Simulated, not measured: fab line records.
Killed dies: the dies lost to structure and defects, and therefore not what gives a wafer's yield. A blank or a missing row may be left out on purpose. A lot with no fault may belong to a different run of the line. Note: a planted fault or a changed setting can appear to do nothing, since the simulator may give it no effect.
Which tool did it? | flow sky130 | Sampling: 6 lots, 18 wafers, 2 of 708 route steps

== WHAT THE GAUGES SHOWED, per wafer ==
SKY_SD_N_CD_MEAS_07: the cd target is 380 nm.
lot  | measured     | on       | cdNm (nm)
L764 | day 29 09:20 | cdSem-02 | 377.5 380.4 377.2
L769 | day 30 18:20 | cdSem-01 | 379.8 382.3 379.4
L774 | day 32 10:16 | cdSem-01 | 380.5 381.0 382.6
L776 | day 33 09:19 | cdSem-01 | 380.0 379.4 380.0
L781 | day 34 19:02 | cdSem-01 | 380.4 380.3 382.8
L783 | day 35 08:23 | cdSem-01 | 378.9 377.4 377.6

== TOOL THAT RAN EACH LOT (tool first, then ch and the chambers of the sampled wafers, then the start) ==
lot  | SKY_SPACER_ETCHBACK_02
L764 | rieDiel-01 ch 0,1,2, day 24 14:11
L769 | rieDiel-03 ch 1,3, day 26 01:01
L774 | rieDiel-03 ch 0,2, day 27 20:27
L776 | rieDiel-01 ch 0,1, day 28 19:28
L781 | rieDiel-01 ch 0,1,3, day 30 06:49
L783 | rieDiel-04 ch 0,1,2, day 30 20:23
- SKY_SPACER_ETCHBACK_02: etches Si3N4 in CH3F/O2, stops on SiO2, time 46.7 s, target depth 45 nm.

== THE ANSWER, worked out from the rows above alone ==
Rule: the usual values come from the lots themselves. The widest of any qualifying gaps counts: lots, ordered by their means at a reading, are off when they make up no more than a third of the lots, leave a main group of 4 or more, and stand apart from it by 3 or more times the standard deviation of that group's means. The tables above print the reading to a certain number of digits; a main group whose means all agree to those digits is not used. Also off: a lot with no number at a reading for which 4 or more lots have one. Any other lot the step has rows for is counted as sound.
No lot is off on any of the readings shown, so nothing can be concluded from this.

== WHAT THE SIMULATOR PUT IN ==
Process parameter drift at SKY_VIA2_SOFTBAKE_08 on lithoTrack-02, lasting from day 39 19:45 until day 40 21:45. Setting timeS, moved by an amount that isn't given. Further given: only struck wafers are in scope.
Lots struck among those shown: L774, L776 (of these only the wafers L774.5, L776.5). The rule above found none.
